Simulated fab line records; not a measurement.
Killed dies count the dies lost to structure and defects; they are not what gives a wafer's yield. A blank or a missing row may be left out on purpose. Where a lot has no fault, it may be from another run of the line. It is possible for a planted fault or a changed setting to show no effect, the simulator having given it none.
One fault seen from 2 desks | flow sky130 | what lay behind the numbers comes last; until then each desk has only its own

AT THE METROLOGY DESK
What the gauges read, lot by lot, whatever tool the lot ran on: means of the sampled wafers that have a number. The brackets show how far a lot's mean lies from the usual mean; more than 4 standard deviations puts the lot out of limits, marked OUT.
Columns: A = CONTACT_OVL at SKY_CONTACT_OVL_MEAS_15, usual 2 nm; B = CONTACT_W_RS at SKY_CONTACT_RS_MEAS_25, usual 0.338 ohm/sq; C = CONTACT_W_THK at SKY_CONTACT_THK_MEAS_26, usual 334 nm
lot  | first seen here | A  | B               | C
L213 | day 32 16:14    | 8  | 0.336           | 331
L216 | day 33 06:43    | -5 | 0.343           | 326
L217 | day 33 23:38    | -2 | 0.336           | 339
L219 | day 34 10:14    | -1 | 0.337           | 333
L225 | day 36 02:17    | -4 | 0.342           | 336
L228 | day 37 02:10    | -2 | 0.342           | 327
L231 | day 37 19:29    | 9  | 0.446 (+18) OUT | 257 (-11) OUT
L232 | day 38 04:26    | 3  | 0.346           | 325
L233 | day 38 06:29    | 8  | 0.441 (+17) OUT | 256 (-11) OUT
L234 | day 38 18:17    | 15 | 0.341           | 330
This desk reports L231, L233 out of limits; the earliest was L231 at day 37 20:25 (CONTACT_W_RS at SKY_CONTACT_RS_MEAS_25). L213, L216, L217, L219, L225, L228, L232, L234: within limits.

THE TOOL OWNER'S DESK: cvd-w-01
The tool's own readings at SKY_CONTACT_CVD_24 (deposits W, target thk 340 nm, time 102.12 s): means of the sampled wafers that have a number, for each lot that ran on this tool. The brackets show how far a lot's mean lies from the usual mean; more than 4 standard deviations puts the lot out of limits, marked OUT.
Columns: A = chamber-pressure-Torr at SKY_CONTACT_CVD_24, usual 39.99 Torr; B = heater-power-outer-w at SKY_CONTACT_CVD_24, usual 514 W; C = heater-power-w at SKY_CONTACT_CVD_24, usual 816 W
lot  | first seen here | A     | B   | C
L213 | day 32 17:03    | 39.96 | 460 | 726
L216 | day 33 07:32    | 40.01 | 466 | 715
L217 | day 34 00:29    | 39.99 | 473 | 722
L219 | day 34 11:05    | 39.92 | 509 | 777
L231 | day 37 20:18    | 39.96 | 474 | 722
L233 | day 38 07:20    | 39.94 | 515 | 779
This desk's finding: nothing out of limits on any of the 6 lots.

ALL TOGETHER
Metrology desk: alarm possible at day 37 20:25 on L231, L233.
The desk of the tool owner found nothing out of limits.
The tool owner's desk has L231, L233 on record, within its limits.
On cvd-w-01, each named lot ran SKY_CONTACT_CVD_24.

WHAT HAD BEEN PUT IN BY THE SIMULATOR
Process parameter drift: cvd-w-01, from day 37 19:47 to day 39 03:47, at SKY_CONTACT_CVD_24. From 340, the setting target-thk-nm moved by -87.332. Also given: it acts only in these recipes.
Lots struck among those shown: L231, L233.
Per desk, hours elapsed from the start of the fault to the first reading out of limits: for the metrology desk, 1.
